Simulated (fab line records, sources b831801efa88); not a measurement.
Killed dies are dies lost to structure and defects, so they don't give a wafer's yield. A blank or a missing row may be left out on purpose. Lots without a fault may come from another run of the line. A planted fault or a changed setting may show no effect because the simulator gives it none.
A struck lot beside a sound one | flow sky130 | 17 steps out of a route of 708
Sound: wafers L463.2, L463.4, L463.6. Struck: wafers L475.2, L475.3, L475.5. The cause comes at the end.
At each step with rows: each side's tool, then ch and its chambers, then its first start. Under that, the readings that differ: sound wafers | struck wafers | difference of the means | sigmas: that difference in standard deviations of wafers without a fault.
alike: readings whose means differ by less than 2 such deviations, and words and numbers that are the same on both sides. not compared: withheld readings, readings that some wafer has no value for, bounds like >300 that may hide the same value, and numbers for which the record gives no deviation and whose values overlap.
The two part at a step that has a row with sigmas, a row that says differs or no value, or rows on one side only. Numbers that don't overlap but have no deviation are shown without sigmas and don't part them. A reading that every wafer of one side lacks parts them only if that side has two wafers or more.

first, 5 steps without rows for these wafers: SKY_FIELD_ISO_WET_ETCH_28 (etches SiO2 in dHF, target depth 23.7 nm, time 47 s); SKY_FIELD_ISO_WET_ETCH_29 (etches Si3N4 in H3PO4, target depth 160 nm, time 1825 s); SKY_FIELD_ISO_WET_ETCH_30 (etches SiO2 in dHF, target depth 25 nm, time 50 s); SKY_NWELL_CLEAN_00 (cleans in SC1/SC2, time 150 s); SKY_NWELL_OXIDATION_01 (stabilise 600 s, purge 300 s, target thk 10 nm).
SKY_NWELL_THK_MEAS_02:
  sound on film_metro-03, day 3 04:08; struck on film_metro-04, day 5 19:23
  reading                  | sound          | struck            | difference | sigmas
  NWELL_OXIDATION_THK (nm) | 9.99 9.99 9.89 | 10.52 10.46 10.45 | +0.52      | +2
then, 6 steps without rows for these wafers: SKY_DNWELL_DEHYDRATE_00 (time 60 s); SKY_DNWELL_HMDS_01 (prime time 60 s); SKY_DNWELL_COAT_02 (resist thk 3000 nm); SKY_DNWELL_SOFTBAKE_03; SKY_DNWELL_EXPOSE_04 (exposes mask DNM, target cd 3000 nm); SKY_DNWELL_PEB_05.
SKY_DNWELL_DEVELOP_06: develop time 60 s.
  sound on litho_track-04 ch 0, day 3 19:00; struck on litho_track-02, day 6 14:00
  no value came back on the struck wafers for chill_plate_temp_C (C), develop_time_s (s); on the sound wafers chill_plate_temp_C (C) reads 22.92 22.75 22.82
then, 1 step without rows for these wafers: SKY_DNWELL_IMPLANT_07.
SKY_DNWELL_STRIP_08: strips in O2/N2.
  sound on plasma_asher-03 ch 0,1, day 3 20:13; struck on plasma_asher-04 ch 0,1, day 6 14:19
  reading                      | sound             | struck            | difference | sigmas
  strip_time_to_endpoint_s (s) | 37.16 37.16 37.06 | 37.50 37.49 37.51 | +0.37      | +3
  alike: drypump_motor_current_A, oes_product_au
  not compared: rf_hours_counter_h
SKY_DNWELL_TW_MEAS_09:
  sound on film_metro-01, day 3 20:19; struck on film_metro-01, day 6 14:25
  reading   | sound          | struck   | difference | sigmas
  DNWELL_TW | 1116 1116 1115 | 30 30 30 | -1086      | -99 or more
then, 1 step without rows for these wafers: SKY_PWDE_DEHYDRATE_00 (time 60 s).

WHERE THEY PART
First at SKY_NWELL_THK_MEAS_02; last, within this record, at SKY_DNWELL_TW_MEAS_09.

WHY: what the simulator had put in
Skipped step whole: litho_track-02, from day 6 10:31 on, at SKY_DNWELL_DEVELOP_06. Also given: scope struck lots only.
